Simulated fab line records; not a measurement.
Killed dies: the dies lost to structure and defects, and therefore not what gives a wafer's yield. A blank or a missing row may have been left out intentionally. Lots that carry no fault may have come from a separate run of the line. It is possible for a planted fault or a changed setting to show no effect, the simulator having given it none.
8D (eight disciplines) problem report, filled in by code ; flow sky130 ; the parts of the form that need people (team, actions taken, sign-off) are left out

== 1. WHAT WENT WRONG ==
Mean of spinSpeedRpm at SKY_METAL5_COAT_09: 2945.8 rpm across 6 wafers in 2 lots; on wafers with no fault it is 3000.1 rpm (standard deviation 2.1). That is -26 standard deviations from the usual mean.
The step: resist thk 1800 nm.
Seen first at day 47 17:47 on lithoTrack-03, wafer L587.1. The record has a number at this step for 18 wafers belonging to 6 lots. By rule, "out" or "out of limits" means more than 4 standard deviations away from the usual mean. The other wafers with a number count as sound.

== 2. WHAT IT IS; WHAT IT IS NOT ==
question;is;is not
which readings at this step;spinSpeedRpm;-
which lots;L587, L589;L573, L576, L582, L593
which wafers of those lots;all that have a number;-
read on which tools;lithoTrack-03;lithoTrack-02, lithoTrack-04
when;from day 47 17:47;"up to then (9 sound wafers); but 3 sound wafers of L593 came after"

== 3. SUSPECTS, AND WHAT RULES EACH OUT ==
Counting: a tool at a process step up to the reading stays a suspect if it ran every lot that is out and no sound lot after the first of them.
- lithoTrack-03 at SKY_METAL5_COAT_09 (resist thk 1800 nm): kept. It processed each lot that is out, first L587 at day 47 17:47, and no sound lot thereafter; up to then, the last sound lot it processed was L576 at day 45 10:14. Out on those wafers are its own readings of spinSpeedRpm.
The count leaves lithoTrack-03 at SKY_METAL5_COAT_09.

== 4. THE CAUSE (what the simulator had put in) ==
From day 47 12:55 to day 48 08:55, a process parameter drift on lithoTrack-03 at SKY_METAL5_COAT_09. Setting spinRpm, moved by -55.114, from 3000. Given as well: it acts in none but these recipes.
The count eliminated every tool but this one.

== 5. THE EFFECT CHAIN, in route order ==
Rows list readings where the struck wafers' mean (over those with a number) sits beyond 3 standard deviations from the usual. Scope: only readings with a usual standard deviation given in the record; hours: median across lots of the time from each lot's start at the first step in this table that gives one to its start at this step; sigmas: change in usual standard deviations.
hours;step;reading;usual;on struck wafers;change;sigmas
0;SKY_METAL5_COAT_09;spinSpeedRpm;3000.1 rpm;2945.8;-54.3;-26
It contains these process steps:
- SKY_METAL5_COAT_09: resist thk 1800 nm.

== 6. WHAT WOULD HAVE CAUGHT IT SOONER ==
The fault began at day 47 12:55; the first out-of-limits reading in this record came at day 47 17:47, 5 hours later.
